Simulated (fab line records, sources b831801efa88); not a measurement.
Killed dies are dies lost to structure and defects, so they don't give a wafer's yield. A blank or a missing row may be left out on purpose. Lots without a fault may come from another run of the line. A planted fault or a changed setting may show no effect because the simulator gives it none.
fab line records | flow sky130
record lots=5 wafers=15 last_day=49
route steps=708 shown PWDE@54 NWELL@56 VT_ADJUST_HVTP@85 VT_ADJUST_LVTN@97
lots that met no fault: from a run of the same line without faults
start_h: hours from the record's first day to the start of the lot's first wafer shown | wait_h: hours since the lot's step before | " the same as in the row above | L1.1+2: a row that stands for several wafers | - no value, or no start given | * or withheld: withheld | < > ~ a bound
route shown NAME@n: a module of which the file shows steps, and the number in the route of the first | usual: mean/standard deviation of fault-free wafers | same: alike in all rows | chamber/n: place in a boat | sites: the reading at each site | _std_site: their standard deviation | _edge_site: outer sites' mean less inner sites' | radius_mm: how far each site lies from the wafer's centre | mask NAME#n: copy n | behind: the tool/chamber that last shaped the wafer | hold: why the lot was held/for how many hours/how that ended | device: the transistor (n, p or np) that didn't switch | end of line: the same wafers' tests at the end of the route | a step without rows: its recipe alone | killed: dies lost to structure and defects at the first sort, not the wafer's yield | map: a wafer's dies, x killed, . not, _ none there
set.NAME: the setting as run; set.NAME@STEP: as run at that earlier step | model.NAME: the simulator's own value behind a step, which no gauge read
lots at some steps of the route; a table a step, a row a wafer
services: from which hour (start_h, from the record's first day; less than 0 if before it) a tool's chamber was out of use, for how many hours, and why
## steps
# step SKY_PWDE_STRIP_09
# recipe chemistry=O2/N2 power_w=1400 pressure_mtorr=1500 platen_temp_c=withheld o2_flow_sccm=3000 n2_flow_sccm=300 overash_fraction=0.5
# usual drypump_motor_current_A=5.7/0.73 oes_product_au=0.722/0.0047 strip_time_to_endpoint_s=36.95/0.12
# columns lot.wafer tool chamber start_h wait_h drypump_motor_current_A oes_product_au rf_hours_counter_h strip_time_to_endpoint_s
L075.1 plasma_asher-04 0 74.49 0.1 5.2 0.724 40 36.82
L075.2 " 1 " " 6.7 0.723 40 36.71
L075.6 " 0 " " 5.1 0.719 - 36.72
L077.1 plasma_asher-04 0 86.49 0.1 5.1 0.735 42 37.05
L077.4 " 1 " " 6.7 0.720 - 37.09
L077.6 " 0 " " 5.1 0.725 - 36.99
L086.2 plasma_asher-01 1 136.99 0.1 5.2 0.718 46 37.07
L086.3 " 0 " " 4.9 0.725 - 36.98
L086.6 " 1 " " 5.2 0.722 - 37.17
L088.1 plasma_asher-04 1 148.79 0.1 6.7 0.724 49 36.95
L088.2 " 0 " " 5.1 0.719 49 36.91
L088.5 " 1 " " 6.7 0.724 - 36.90
L092.1 plasma_asher-03 0 167.74 0.1 6.2 0.725 4 36.97
L092.2 " 1 " " 5.3 0.724 4 37.09
L092.3 " 0 " " 6.2 0.719 - 36.96
# step SKY_PWDE_TW_MEAS_10
# usual PWDE_TW=375/3.4
# columns lot.wafer tool chamber start_h wait_h PWDE_TW
L075.1 film_metro-03 - 74.59 0.1 374
L075.2 " - " " 373
L075.6 " - " " 373
L077.1 film_metro-04 - 86.59 0.1 376
L077.4 " - " " 377
L077.6 " - " " 377
L086.2 film_metro-04 - 137.10 0.1 379
L086.3 " - " " 380
L086.6 " - " " 378
L088.1 film_metro-04 - 148.89 0.1 381
L088.2 " - " " 379
L088.5 " - " " 383
L092.1 film_metro-01 - 167.84 0.1 375
L092.2 " - " " 376
L092.3 " - " " 375
# step SKY_NWELL_DEHYDRATE_03
# recipe temp_c=200 time_s=60
# same time_s=60
# columns lot.wafer tool chamber start_h wait_h
L075.1+2+6 litho_track-04 0 81.48 6.9
L077.1+4+6 litho_track-01 0 94.60 8.0
L086.2+3+6 litho_track-02 0 146.34 9.2
L088.1+2+5 litho_track-01 0 157.85 9.0
L092.1+2+3 litho_track-04 0 178.28 10.4
# step SKY_NWELL_HMDS_04
# recipe prime_time_s=60 prime_temp_c=120
# columns lot.wafer tool chamber start_h wait_h
L075.1+2+6 litho_track-04 0 81.63 0.1
L077.1+4+6 litho_track-01 0 94.75 0.1
L086.2+3+6 litho_track-02 0 146.49 0.1
L088.1+2+5 litho_track-01 0 158.00 0.1
L092.1+2+3 litho_track-04 0 178.43 0.1
# step SKY_NWELL_COAT_05
# recipe spin_rpm=2000 resist_thk_nm=3000
# columns lot.wafer tool chamber start_h wait_h
L075.1+2+6 litho_track-04 0 81.78 0.1
L077.1+4+6 litho_track-01 0 94.90 0.1
L086.2+3+6 litho_track-02 0 146.64 0.1
L088.1+2+5 litho_track-01 0 158.15 0.1
L092.1+2+3 litho_track-04 0 178.58 0.1
# step SKY_NWELL_SOFTBAKE_06
# recipe temp_c=110 time_s=withheld
# columns lot.wafer tool chamber start_h wait_h
L075.1+2+6 litho_track-04 0 81.93 0.1
L077.1+4+6 litho_track-01 0 95.05 0.1
L086.2+3+6 litho_track-02 0 146.79 0.1
L088.1+2+5 litho_track-01 0 158.30 0.1
L092.1+2+3 litho_track-04 0 178.73 0.1
# step SKY_NWELL_EXPOSE_07
# recipe mask_id=NWM na=0.6 source_shape=conventional sigma_outer=0.6 polarization=unpolarized target_cd_nm=840 dose_mj=255
# usual reticle_temp_C=23.02/0.11
# columns lot.wafer tool chamber start_h wait_h mask reticle_temp_C
L075.1 iline_stepper-02 0 - - NWM#0 23.15
L075.2 " 0 " " NWM#0 23.20
L075.6 " 0 " " NWM#0 23.20
L077.1 iline_stepper-01 0 - - NWM#0 22.77
L077.4 " 0 " " NWM#0 22.92
L077.6 " 0 " " NWM#0 22.88
L086.2 iline_stepper-01 0 - - NWM#0 23.07
L086.3 " 0 " " NWM#0 22.85
L086.6 " 0 " " NWM#0 23.05
L088.1 iline_stepper-02 0 - - NWM#0 23.17
L088.2 " 0 " " NWM#0 23.04
L088.5 " 0 " " NWM#0 23.18
L092.1 iline_stepper-01 0 - - NWM#0 22.92
L092.2 " 0 " " NWM#0 23.02
L092.3 " 0 " " NWM#0 23.06
# step SKY_NWELL_PEB_08
# recipe temp_c=115 time_s=withheld
# columns lot.wafer tool chamber start_h wait_h
L075.1+2+6 litho_track-01 0 - -
L077.1+4+6 litho_track-04 0 - -
L086.2+3+6 litho_track-04 0 - -
L088.1+2+5 litho_track-04 0 - -
L092.1+2+3 litho_track-01 0 - -
# step SKY_NWELL_DEVELOP_09
# recipe wall_angle_deg=90 developer=TMAH develop_time_s=60 dev_temp_c=23
# columns lot.wafer tool chamber start_h wait_h
L075.1+2+6 litho_track-01 0 - -
L077.1+4+6 litho_track-04 0 - -
L086.2+3+6 litho_track-04 0 - -
L088.1+2+5 litho_track-04 0 - -
L092.1+2+3 litho_track-01 0 - -
# step SKY_NWELL_OVL_MEAS_10
# usual NWELL_00_OVL=-0.3/1.4
# columns lot.wafer tool chamber start_h wait_h NWELL_00_OVL[nm]
L075.1 overlay-02 - 91.00 - -0.7
L075.2 " - " " -3.2
L075.6 " - " " -0.7
L077.1 overlay-02 - 103.28 - -2.2
L077.4 " - " " -3.8
L077.6 " - " " -2.6
L086.2 overlay-01 - 156.59 - 1.2
L086.3 " - " " 1.2
L086.6 " - " " 0.7
L088.1 overlay-01 - 168.48 - -2.8
L088.2 " - " " 0.2
L088.5 " - " " -0.6
L092.1 overlay-02 - 189.20 - -0.3
L092.2 " - " " -2.4
L092.3 " - " " -1.2
# step SKY_NWELL_IMPLANT_11
# recipe species=P energy_kev=400 dose_cm2=1.9e+13 tilt_deg=withheld
# columns lot.wafer tool chamber start_h wait_h
L075.1+2+6 implanter-04 0 91.04 0.0
L077.1+4+6 implanter-02 0 103.32 0.0
L086.2+3+6 implanter-02 0 156.64 0.0
L088.1+2+5 implanter-04 0 168.52 0.0
L092.1+2+3 implanter-03 0 189.24 0.0
# step SKY_NWELL_IMPLANT_12
# recipe species=P energy_kev=120 dose_cm2=1.3e+12 tilt_deg=withheld
# columns lot.wafer tool chamber start_h wait_h
L075.1+2+6 implanter-04 0 91.19 0.1
L077.1+4+6 implanter-02 0 103.47 0.1
L086.2+3+6 implanter-02 0 156.79 0.1
L088.1+2+5 implanter-04 0 168.67 0.1
L092.1+2+3 implanter-03 0 189.39 0.1
# step SKY_NWELL_IMPLANT_13
# recipe species=P energy_kev=50 dose_cm2=7e+11 tilt_deg=withheld
# columns lot.wafer tool chamber start_h wait_h
L075.1+2+6 implanter-04 0 91.34 0.1
L077.1+4+6 implanter-02 0 103.62 0.1
L086.2+3+6 implanter-02 0 156.94 0.1
L088.1+2+5 implanter-04 0 168.82 0.1
L092.1+2+3 implanter-03 0 189.54 0.1
# step SKY_NWELL_STRIP_14
# recipe chemistry=O2/N2 power_w=1400 pressure_mtorr=1500 platen_temp_c=withheld o2_flow_sccm=3000 n2_flow_sccm=300 overash_fraction=0.5
# usual drypump_motor_current_A=5.5/0.57 oes_product_au=0.723/0.0044 strip_time_to_endpoint_s=36.94/0.095
# columns lot.wafer tool chamber start_h wait_h drypump_motor_current_A oes_product_au rf_hours_counter_h strip_time_to_endpoint_s
L075.1 plasma_asher-01 0 91.49 0.1 4.8 0.714 41 36.96
L075.2 " 1 " " 5.2 0.720 41 36.99
L075.6 " 0 " " 4.8 0.725 - 37.01
L077.1 plasma_asher-01 1 103.77 0.1 5.2 0.723 42 37.02
L077.4 " 1 " " 5.2 0.724 - 37.08
L077.6 " 1 " " 5.2 0.713 - 37.10
L086.2 plasma_asher-02 0 157.07 0.1 5.8 0.721 33 37.00
L086.3 " 1 " " 6.4 0.716 - 37.06
L086.6 " 1 " " 6.5 0.729 - 36.98
L088.1 plasma_asher-02 0 168.97 0.1 5.8 0.727 34 36.98
L088.2 " 1 " " 6.5 0.726 34 36.99
L088.5 " 0 " " 5.8 0.722 - 36.93
L092.1 plasma_asher-01 1 189.69 0.1 5.1 0.720 51 36.92
L092.2 " 0 " " 4.9 0.726 51 36.89
L092.3 " 1 " " 5.2 0.727 - 36.90
# step SKY_NWELL_TW_MEAS_15
# usual NWELL_TW=1826/17
# columns lot.wafer tool chamber start_h wait_h NWELL_TW
L075.1 film_metro-04 - 91.59 0.1 1835
L075.2 " - " " 1826
L075.6 " - " " 1831
L077.1 film_metro-01 - 103.87 0.1 1839
L077.4 " - " " 1845
L077.6 " - " " 1838
L086.2 film_metro-01 - 157.18 0.1 1827
L086.3 " - " " 1827
L086.6 " - " " 1818
L088.1 film_metro-01 - 169.07 0.1 1812
L088.2 " - " " 1825
L088.5 " - " " 1819
L092.1 film_metro-03 - 189.79 0.1 1806
L092.2 " - " " 1809
L092.3 " - " " 1811
# step SKY_NWELL_DEHYDRATE_16
# recipe temp_c=200 time_s=60
# same time_s=60
# columns lot.wafer tool chamber start_h wait_h
L075.1+2+6 litho_track-02 0 99.81 8.2
L077.1+4+6 litho_track-04 0 112.83 9.0
L086.2+3+6 litho_track-04 0 166.61 9.4
L088.1+2+5 litho_track-01 0 179.05 10.0
L092.1+2+3 litho_track-01 0 200.60 10.8
# step SKY_NWELL_HMDS_17
# recipe prime_time_s=60 prime_temp_c=120
# columns lot.wafer tool chamber start_h wait_h
L075.1+2+6 litho_track-02 0 99.96 0.1
L077.1+4+6 litho_track-04 0 112.98 0.1
L086.2+3+6 litho_track-04 0 166.76 0.1
L088.1+2+5 litho_track-01 0 179.20 0.1
L092.1+2+3 litho_track-01 0 200.75 0.1
# step SKY_NWELL_COAT_18
# recipe spin_rpm=2000 resist_thk_nm=3000
# columns lot.wafer tool chamber start_h wait_h
L075.1+2+6 litho_track-02 0 100.11 0.1
L077.1+4+6 litho_track-04 0 113.13 0.1
L086.2+3+6 litho_track-04 0 166.91 0.1
L088.1+2+5 litho_track-01 0 179.35 0.1
L092.1+2+3 litho_track-01 0 200.90 0.1
# step SKY_NWELL_SOFTBAKE_19
# recipe temp_c=110 time_s=withheld
# columns lot.wafer tool chamber start_h wait_h
L075.1+2+6 litho_track-02 0 100.26 0.1
L077.1+4+6 litho_track-04 0 113.28 0.1
L086.2+3+6 litho_track-04 0 167.07 0.1
L088.1+2+5 litho_track-01 0 179.50 0.1
L092.1+2+3 litho_track-01 0 201.05 0.1
# step SKY_NWELL_EXPOSE_20
# recipe mask_id=NWM_COMPLEMENT na=0.6 source_shape=conventional sigma_outer=0.6 polarization=unpolarized target_cd_nm=840 dose_mj=260
# usual reticle_temp_C=23.01/0.1
# columns lot.wafer tool chamber start_h wait_h mask reticle_temp_C
L075.1 iline_stepper-02 0 - - NWM_COMPLEMENT#0 23.05
L075.2 " 0 " " NWM_COMPLEMENT#0 22.99
L075.6 " 0 " " NWM_COMPLEMENT#0 22.98
L077.1 iline_stepper-01 0 - - NWM_COMPLEMENT#0 22.88
L077.4 " 0 " " NWM_COMPLEMENT#0 22.82
L077.6 " 0 " " NWM_COMPLEMENT#0 22.91
L086.2 iline_stepper-01 0 - - NWM_COMPLEMENT#0 22.78
L086.3 " 0 " " NWM_COMPLEMENT#0 23.04
L086.6 " 0 " " NWM_COMPLEMENT#0 22.94
L088.1 iline_stepper-01 0 - - NWM_COMPLEMENT#0 22.96
L088.2 " 0 " " NWM_COMPLEMENT#0 22.93
L088.5 " 0 " " NWM_COMPLEMENT#0 23.08
L092.1 iline_stepper-02 0 - - NWM_COMPLEMENT#0 23.05
L092.2 " 0 " " NWM_COMPLEMENT#0 23.06
L092.3 " 0 " " NWM_COMPLEMENT#0 23.06
# step SKY_NWELL_PEB_21
# recipe temp_c=115 time_s=withheld
# columns lot.wafer tool chamber start_h wait_h
L075.1+2+6 litho_track-04 0 - -
L077.1+4+6 litho_track-04 0 - -
L086.2+3+6 litho_track-02 0 - -
L088.1+2+5 litho_track-04 0 - -
L092.1+2+3 litho_track-02 0 - -
# step SKY_NWELL_DEVELOP_22
# recipe wall_angle_deg=90 developer=TMAH develop_time_s=60 dev_temp_c=23
# columns lot.wafer tool chamber start_h wait_h
L075.1+2+6 litho_track-04 0 - -
L077.1+4+6 litho_track-04 0 - -
L086.2+3+6 litho_track-02 0 - -
L088.1+2+5 litho_track-04 0 - -
L092.1+2+3 litho_track-02 0 - -
# step SKY_NWELL_OVL_MEAS_23
# usual NWELL_01_OVL=-0.2/1.1
# columns lot.wafer tool chamber start_h wait_h NWELL_01_OVL[nm]
L075.1 overlay-02 - 109.68 - -0.9
L075.2 " - " " -0.5
L075.6 " - " " -1.8
L077.1 overlay-01 - 122.13 - -0.8
L077.4 " - " " 1.6
L077.6 " - " " -0.5
L086.2 overlay-02 - 178.32 - -1.6
L086.3 " - " " -0.5
L086.6 " - " " -1.1
L088.1 overlay-02 - 190.18 - -0.6
L088.2 " - " " -0.6
L088.5 " - " " -1.3
L092.1 overlay-01 - 217.46 - 0.7
L092.2 " - " " -0.7
L092.3 " - " " -0.1
# step SKY_NWELL_IMPLANT_24
# recipe species=B energy_kev=140 dose_cm2=9.2e+12 tilt_deg=withheld
# columns lot.wafer tool chamber start_h wait_h
L075.1+2+6 implanter-02 0 109.72 0.0
L077.1+4+6 implanter-03 0 122.17 0.0
L086.2+3+6 implanter-03 0 178.37 0.0
L088.1+2+5 implanter-02 0 190.22 0.0
L092.1+2+3 implanter-03 0 217.50 0.0
# step SKY_NWELL_STRIP_25
# recipe chemistry=O2/N2 power_w=1400 pressure_mtorr=1500 platen_temp_c=withheld o2_flow_sccm=3000 n2_flow_sccm=300 overash_fraction=0.5
# usual drypump_motor_current_A=5.6/0.58 oes_product_au=0.722/0.0045 strip_time_to_endpoint_s=36.96/0.098
# columns lot.wafer tool chamber start_h wait_h drypump_motor_current_A oes_product_au rf_hours_counter_h strip_time_to_endpoint_s
L075.1 plasma_asher-02 0 109.87 0.1 5.8 0.731 28 37.10
L075.2 " 1 " " 6.5 0.727 28 36.95
L075.6 " 1 " " 6.5 0.725 - 37.01
L077.1 plasma_asher-01 1 122.32 0.1 5.2 0.726 44 36.81
L077.4 " 1 " " 5.2 0.722 - 36.83
L077.6 " 0 " " 4.8 0.722 - 36.85
L086.2 plasma_asher-03 0 178.50 0.1 6.2 0.716 5 37.12
L086.3 " 0 " " 6.2 0.725 - 37.09
L086.6 " 1 " " 5.3 0.720 - 36.96
L088.1 plasma_asher-03 0 190.37 0.1 6.2 0.718 6 36.91
L088.2 " 1 " " 5.3 0.730 6 36.93
L088.5 " 0 " " 6.2 0.730 - 36.92
L092.1 plasma_asher-01 0 217.65 0.1 4.9 0.721 53 36.96
L092.2 " 1 " " 5.2 0.720 53 37.07
L092.3 " 0 " " 4.8 0.719 - 37.07
# step SKY_NWELL_TW_MEAS_26
# usual NWELL_2_TW=498/5
# columns lot.wafer tool chamber start_h wait_h NWELL_2_TW
L075.1 film_metro-04 - 109.97 0.1 505
L075.2 " - " " 501
L075.6 " - " " 505
L077.1 film_metro-03 - 122.42 0.1 491
L077.4 " - " " 492
L077.6 " - " " 487
L086.2 film_metro-03 - 178.61 0.1 492
L086.3 " - " " 490
L086.6 " - " " 492
L088.1 film_metro-04 - 190.47 0.1 503
L088.2 " - " " 504
L088.5 " - " " 501
L092.1 film_metro-03 - 217.75 0.1 492
L092.2 " - " " 494
L092.3 " - " " 493
# step SKY_NWELL_CLEAN_27
# recipe chemistry=SC1/SC2 mix=1:4:20 temp_c=70 time_s=150 dry=n2_spin
# same time_s=150
# columns lot.wafer tool chamber start_h wait_h
L075.1+2+6 wet_bench-01 0 110.03 0.1
L077.1+4+6 wet_bench-03 2 122.48 0.1
L086.2+3+6 wet_bench-01 2 178.66 0.0
L088.1+2+5 wet_bench-01 1 190.53 0.1
L092.1+2+3 wet_bench-03 2 217.81 0.1
# step SKY_NWELL_RTA_28
# recipe temp_c=1050 time_s=30 idle_temp_c=650 ramp_up_c_per_s=150 ramp_down_c_per_s=90 ambient=N2
# usual lamp_power_pct=25.30/0.055 wafer_temp_C_max=1054.9/1
# same time_s=30
# columns lot.wafer tool chamber start_h wait_h lamp_power_pct wafer_temp_C_max
L075.1 rtp_anneal-02 0 110.09 0.0 25.33 1054.5
L075.2 " 0 " " 25.28 1054.7
L075.6 " 0 " " 25.29 1055.0
L077.1 rtp_anneal-01 0 122.53 0.0 25.31 1055.3
L077.4 " 0 " " 25.24 1056.1
L077.6 " 0 " " 25.30 1054.7
L086.2 rtp_anneal-02 0 178.73 0.0 25.31 1053.7
L086.3 " 0 " " 25.31 1053.7
L086.6 " 0 " " 25.27 1054.5
L088.1 rtp_anneal-01 0 190.59 0.0 25.35 1054.9
L088.2 " 0 " " 25.24 1055.5
L088.5 " 0 " " 25.28 1055.3
L092.1 rtp_anneal-01 0 217.86 0.0 25.39 1054.0
L092.2 " 0 " " 25.29 1054.1
L092.3 " 0 " " 25.29 1054.6
# step SKY_NWELL_RS_MEAS_29
# recipe thk_meas_gauge=four-point-probe
# usual NWELL_RS=624.6/1.6
# columns lot.wafer tool chamber start_h wait_h NWELL_RS[ohm/sq]
L075.1 film_metro-01 - 110.19 0.1 625.5
L075.2 " - " " 624.3
L075.6 " - " " 625.6
L077.1 film_metro-04 - 122.63 0.1 625.6
L077.4 " - " " 627.1
L077.6 " - " " 625.9
L086.2 film_metro-01 - 178.84 0.1 625.2
L086.3 " - " " 624.0
L086.6 " - " " 625.5
L088.1 film_metro-03 - 190.69 0.1 626.2
L088.2 " - " " 625.8
L088.5 " - " " 626.3
L092.1 film_metro-01 - 217.96 0.1 624.0
L092.2 " - " " 624.5
L092.3 " - " " 622.7
# step SKY_NWELL_RS_MEAS_31
# recipe thk_meas_gauge=four-point-probe
# usual PWDE_RS=5274/18
# columns lot.wafer tool chamber start_h wait_h PWDE_RS[ohm/sq]
L075.1 film_metro-01 - 110.43 0.1 5251
L075.2 " - " " 5257
L075.6 " - " " 5246
L077.1 film_metro-04 - 122.87 0.1 5302
L077.4 " - " " 5268
L077.6 " - " " 5316
L086.2 film_metro-01 - 179.08 0.1 5286
L086.3 " - " " 5283
L086.6 " - " " 5274
L088.1 film_metro-03 - 190.93 0.1 5270
L088.2 " - " " 5266
L088.5 " - " " 5269
L092.1 film_metro-01 - 218.20 0.1 5307
L092.2 " - " " 5295
L092.3 " - " " 5282
# step SKY_VT_ADJUST_HVTP_DEHYDRATE_00
# recipe temp_c=200 time_s=60
# same time_s=60
# columns lot.wafer tool chamber start_h wait_h
L075.1+2+6 litho_track-03 0 118.27 7.8
L077.1+4+6 litho_track-02 0 132.41 9.5
L086.2+3+6 litho_track-02 0 189.19 10.1
L088.1+2+5 litho_track-02 0 201.76 10.8
L092.1+2+3 litho_track-03 0 228.67 10.5
# step SKY_VT_ADJUST_HVTP_HMDS_01
# recipe prime_time_s=60 prime_temp_c=120
# columns lot.wafer tool chamber start_h wait_h
L075.1+2+6 litho_track-03 0 118.42 0.1
L077.1+4+6 litho_track-02 0 132.56 0.1
L086.2+3+6 litho_track-02 0 189.34 0.1
L088.1+2+5 litho_track-02 0 201.91 0.1
L092.1+2+3 litho_track-03 0 228.82 0.1
# step SKY_VT_ADJUST_HVTP_COAT_02
# recipe resist=NOVOLAK spin_rpm=3000 resist_thk_nm=1140
# columns lot.wafer tool chamber start_h wait_h
L075.1+2+6 litho_track-03 0 118.57 0.1
L077.1+4+6 litho_track-02 0 132.71 0.1
L086.2+3+6 litho_track-02 0 189.49 0.1
L088.1+2+5 litho_track-02 0 202.06 0.1
L092.1+2+3 litho_track-03 0 228.97 0.1
# step SKY_VT_ADJUST_HVTP_SOFTBAKE_03
# recipe temp_c=90 time_s=60 resist=NOVOLAK
# same time_s=60
# columns lot.wafer tool chamber start_h wait_h
L075.1+2+6 litho_track-03 0 118.72 0.1
L077.1+4+6 litho_track-02 0 132.86 0.1
L086.2+3+6 litho_track-02 0 189.64 0.1
L088.1+2+5 litho_track-02 0 202.21 0.1
L092.1+2+3 litho_track-03 0 229.12 0.1
# step SKY_VT_ADJUST_HVTP_EXPOSE_04
# recipe mask_id=HVTPM na=0.6 source_shape=conventional sigma_outer=0.6 polarization=unpolarized target_cd_nm=380 dose_mj=140
# usual reticle_temp_C=22.97/0.11
# columns lot.wafer tool chamber start_h wait_h mask reticle_temp_C
L075.1 iline_stepper-01 0 - - HVTPM#0 22.81
L075.2 " 0 " " HVTPM#0 22.82
L075.6 " 0 " " HVTPM#0 22.97
L077.1 iline_stepper-02 0 - - HVTPM#0 23.11
L077.4 " 0 " " HVTPM#0 23.08
L077.6 " 0 " " HVTPM#0 23.08
L086.2 iline_stepper-01 0 - - HVTPM#0 23.06
L086.3 " 0 " " HVTPM#0 23.03
L086.6 " 0 " " HVTPM#0 23.12
L088.1 iline_stepper-01 0 - - HVTPM#0 22.81
L088.2 " 0 " " HVTPM#0 22.99
L088.5 " 0 " " HVTPM#0 22.87
L092.1 iline_stepper-01 0 - - HVTPM#0 22.90
L092.2 " 0 " " HVTPM#0 22.88
L092.3 " 0 " " HVTPM#0 22.97
# step SKY_VT_ADJUST_HVTP_PEB_05
# recipe temp_c=withheld time_s=* resist=NOVOLAK
# same time_s=*
# columns lot.wafer tool chamber start_h wait_h
L075.1+2+6 litho_track-03 0 - -
L077.1+4+6 litho_track-03 0 - -
L086.2+3+6 litho_track-02 0 - -
L088.1+2+5 litho_track-03 0 - -
L092.1+2+3 litho_track-03 0 - -
# step SKY_VT_ADJUST_HVTP_DEVELOP_06
# recipe resist=NOVOLAK developer=TMAH develop_time_s=60 dev_temp_c=23
# columns lot.wafer tool chamber start_h wait_h
L075.1+2+6 litho_track-03 0 128.32 0.1
L077.1+4+6 litho_track-03 0 141.52 0.1
L086.2+3+6 litho_track-02 0 200.84 0.1
L088.1+2+5 litho_track-03 0 212.72 0.1
L092.1+2+3 litho_track-03 0 240.57 0.1
# step SKY_VT_ADJUST_HVTP_CD_MEAS_07
# recipe target_cd_nm=380
# usual cd_nm=379.2/2.5
# columns lot.wafer tool chamber start_h wait_h cd_nm
L075.1 cd_sem-01 - 128.47 0.1 379.8
L075.2 " - " " 379.2
L075.6 " - " " 380.9
L077.1 cd_sem-01 - 141.67 0.1 380.6
L077.4 " - " " 378.3
L077.6 " - " " 377.3
L086.2 cd_sem-02 - 200.98 0.1 378.1
L086.3 " - " " 377.5
L086.6 " - " " 378.1
L088.1 cd_sem-02 - 212.87 0.1 380.9
L088.2 " - " " 377.8
L088.5 " - " " 379.5
L092.1 cd_sem-02 - 240.72 0.1 380.8
L092.2 " - " " 377.7
L092.3 " - " " 378.2
# step SKY_VT_ADJUST_HVTP_OVL_MEAS_08
# usual VT_ADJUST_HVTP_OVL=-1.1/1.1
# columns lot.wafer tool chamber start_h wait_h VT_ADJUST_HVTP_OVL[nm]
L075.1 overlay-01 - 128.59 0.1 -1.2
L075.2 " - " " 0.0
L075.6 " - " " -1.8
L077.1 overlay-02 - 141.79 0.1 -1.9
L077.4 " - " " -0.4
L077.6 " - " " -0.3
L086.2 overlay-02 - 201.09 0.1 -2.5
L086.3 " - " " -1.5
L086.6 " - " " -2.1
L088.1 overlay-02 - 212.99 0.1 -2.4
L088.2 " - " " -2.9
L088.5 " - " " -3.4
L092.1 overlay-02 - 240.84 0.1 -2.1
L092.2 " - " " -1.7
L092.3 " - " " -2.6
# step SKY_VT_ADJUST_HVTP_IMPLANT_09
# recipe species=As energy_kev=150 dose_cm2=4.3e+12 tilt_deg=withheld
# columns lot.wafer tool chamber start_h wait_h
L075.1+2+6 implanter-01 0 128.63 0.0
L077.1+4+6 implanter-02 0 141.83 0.0
L086.2+3+6 implanter-02 0 201.14 0.0
L088.1+2+5 implanter-01 0 213.03 0.0
L092.1+2+3 implanter-02 0 240.88 0.0
# step SKY_VT_ADJUST_HVTP_STRIP_10
# recipe chemistry=O2/N2 power_w=1400 pressure_mtorr=1500 platen_temp_c=withheld o2_flow_sccm=3000 n2_flow_sccm=300 overash_fraction=0.5
# usual drypump_motor_current_A=5.6/0.69 oes_product_au=0.715/0.005 strip_time_to_endpoint_s=14.19/0.035
# columns lot.wafer tool chamber start_h wait_h drypump_motor_current_A oes_product_au rf_hours_counter_h strip_time_to_endpoint_s
L075.1 plasma_asher-02 0 128.78 0.1 5.8 0.714 30 14.18
L075.2 " 1 " " 6.5 0.719 30 14.20
L075.6 " 0 " " 5.8 0.716 - 14.16
L077.1 plasma_asher-04 1 141.98 0.1 6.7 0.711 49 14.17
L077.4 " 1 " " 6.7 0.725 - 14.17
L077.6 " 1 " " 6.7 0.711 - 14.18
L086.2 plasma_asher-02 0 201.27 0.1 5.8 0.712 36 14.20
L086.3 " 1 " " 6.4 0.705 - 14.20
L086.6 " 1 " " 6.5 0.718 - 14.22
L088.1 plasma_asher-04 1 213.18 0.1 6.7 0.715 56 14.19
L088.2 " 0 " " 5.1 0.717 56 14.17
L088.5 " 1 " " 6.7 0.713 - 14.17
L092.1 plasma_asher-01 0 241.03 0.1 4.9 0.715 55 14.22
L092.2 " 1 " " 5.2 0.717 55 14.18
L092.3 " 1 " " 5.2 0.709 - 14.20
# step SKY_VT_ADJUST_HVTP_TW_MEAS_11
# usual VT_ADJUST_HVTP_TW=1356/15
# columns lot.wafer tool chamber start_h wait_h VT_ADJUST_HVTP_TW
L075.1 film_metro-01 - 128.88 0.1 1368
L075.2 " - " " 1359
L075.6 " - " " 1363
L077.1 film_metro-03 - 142.08 0.1 1338
L077.4 " - " " 1337
L077.6 " - " " 1341
L086.2 film_metro-01 - 201.38 0.1 1376
L086.3 " - " " 1363
L086.6 " - " " 1374
L088.1 film_metro-01 - 213.28 0.1 1370
L088.2 " - " " 1374
L088.5 " - " " 1370
L092.1 film_metro-02 - 241.13 0.1 1373
L092.2 " - " " 1367
L092.3 " - " " 1370
# step SKY_VT_ADJUST_LVTN_DEHYDRATE_00
# recipe temp_c=200 time_s=60
# same time_s=60
# columns lot.wafer tool chamber start_h wait_h
L075.1+2+6 litho_track-03 0 137.72 8.8
L077.1+4+6 litho_track-02 0 151.76 9.7
L086.2+3+6 litho_track-01 0 211.63 10.2
L088.1+2+5 litho_track-01 0 224.60 11.3
L092.1+2+3 litho_track-01 0 251.70 10.6
# step SKY_VT_ADJUST_LVTN_HMDS_01
# recipe prime_time_s=60 prime_temp_c=120
# columns lot.wafer tool chamber start_h wait_h
L075.1+2+6 litho_track-03 0 137.87 0.1
L077.1+4+6 litho_track-02 0 151.91 0.1
L086.2+3+6 litho_track-01 0 211.78 0.1
L088.1+2+5 litho_track-01 0 224.75 0.1
L092.1+2+3 litho_track-01 0 251.85 0.1
# step SKY_VT_ADJUST_LVTN_COAT_02
# recipe spin_rpm=2000 resist_thk_nm=3000
# columns lot.wafer tool chamber start_h wait_h
L075.1+2+6 litho_track-03 0 138.02 0.1
L077.1+4+6 litho_track-02 0 152.06 0.1
L086.2+3+6 litho_track-01 0 211.93 0.1
L088.1+2+5 litho_track-01 0 224.90 0.1
L092.1+2+3 litho_track-01 0 252.00 0.1
# step SKY_VT_ADJUST_LVTN_SOFTBAKE_03
# recipe temp_c=110 time_s=withheld
# columns lot.wafer tool chamber start_h wait_h
L075.1+2+6 litho_track-03 0 138.17 0.1
L077.1+4+6 litho_track-02 0 152.21 0.1
L086.2+3+6 litho_track-01 0 212.08 0.1
L088.1+2+5 litho_track-01 0 225.05 0.1
L092.1+2+3 litho_track-01 0 252.15 0.1
## services
# columns tool chamber start_h hours kind
iline_stepper-02 0 59.84 - calibration
implanter-03 - 62.75 4.3 repair
implanter-02 - 89.38 5.5 pm
plasma_asher-03 - 92.47 28.1 pm
plasma_asher-01 - 95.61 7.7 repair
iline_stepper-01 - 99.54 1.7 pm
plasma_asher-03 - 120.57 9.0 pm
plasma_asher-03 0 120.57 9.0 vent_cycle
implanter-03 - 142.14 2.7 pm
implanter-02 - 147.38 6.5 repair
plasma_asher-01 - 148.70 0.9 repair
iline_stepper-02 - 160.63 1.7 pm
implanter-04 - 161.57 3.1 repair
litho_track-04 - 167.26 - consumable_replace:filter
iline_stepper-02 - 172.99 20.2 repair
implanter-04 - 174.49 4.9 pm
plasma_asher-02 - 180.28 14.6 pm
implanter-01 - 185.93 3.4 pm
iline_stepper-02 - 201.32 4.4 pm
plasma_asher-01 - 203.24 1.8 repair
implanter-04 - 227.38 4.7 repair
implanter-01 - 231.44 3.1 pm
wet_bench-03 - 231.83 9.8 repair
iline_stepper-01 0 243.25 - calibration
## key
fault none
